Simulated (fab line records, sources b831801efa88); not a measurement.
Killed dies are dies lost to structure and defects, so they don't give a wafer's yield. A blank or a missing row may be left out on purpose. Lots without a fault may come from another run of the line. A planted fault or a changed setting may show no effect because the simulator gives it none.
Chamber matching | flow gf180mcu | GF_MIM_CVD_05 on pecvd-04: 3 sister chambers
The step deposits Si3N4, target thk 42 nm, time 29.086 s. 14 wafers are shown with their chamber, then 7 later ones without.

WAFERS WITH THEIR CHAMBER
wafer  | chamber | heater_power_outer_w (W) | heater_power_w (W) | rf_fwd_power_W (W)
L780.3 | 2       | 452                      | 801                | 444.0
L780.4 | 2       | 469                      | 777                | 444.0
L780.5 | 1       | 374                      | 704                | 442.9
L784.4 | 2       | 424                      | 743                | 446.4
L784.5 | 0       | 369                      | 630                | 445.4
L784.6 | 1       | 273                      | 551                | 443.7
L792.2 | 1       | 305                      | 581                | 445.5
L792.3 | 1       | 315                      | 604                | 445.2
L792.5 | 1       | 314                      | 585                | 444.0
L794.2 | 2       | 433                      | 729                | 444.6
L794.5 | 2       | 440                      | 749                | 443.5
L794.6 | 1       | 344                      | 646                | 443.8
L798.1 | 0       | 390                      | 667                | 444.2
L798.4 | 1       | 356                      | 664                | 446.2

SIGNATURES (means of the wafers above)
reading              | chamber 0 | chamber 1 | chamber 2 | scatter within a chamber
heater_power_outer_w | 379.50    | 325.86    | 443.60    | 27.8
heater_power_w       | 648.50    | 619.29    | 759.80    | 44.2
rf_fwd_power_W       | 444.800   | 444.471   | 444.500   | 1.13
Rule: a wafer's distance from a chamber is the root of the sum, over the readings, of the square of ((its reading less the chamber's mean) divided by the reading's scatter). The wafer belongs to the nearest chamber; if the next one is less than 2 further off, it can't be placed. The scatter: the root of (the sum of the squares of (reading less its chamber's mean) over the shown wafers, divided by (wafers less chambers)).

WAFERS WITHOUT THEIR CHAMBER
wafer  | heater_power_outer_w (W) | heater_power_w (W) | rf_fwd_power_W (W)
L798.5 | 388                      | 680                | 444.3
L799.1 | 300                      | 577                | 444.4
L799.2 | 330                      | 577                | 445.4
L799.3 | 422                      | 731                | 444.9
L800.1 | 322                      | 617                | 446.9
L800.3 | 371                      | 653                | 445.8
L800.5 | 325                      | 617                | 445.3

WHICH CHAMBER EACH WENT THROUGH
wafer  | from the rows above          | in truth
L798.5 | can't be placed: 0 or 1 or 2 | 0
L799.1 | can't be placed: 1 or 0      | 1
L799.2 | can't be placed: 1 or 0      | 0
L799.3 | can't be placed: 2 or 0      | 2
L800.1 | can't be placed: 1 or 0      | 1
L800.3 | can't be placed: 0 or 1      | 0
L800.5 | can't be placed: 1 or 0      | 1
Placed correctly: 0 of 7. Can't be placed from these rows: 7 (the true chamber is among the candidates in 7). Placed wrongly: 0.
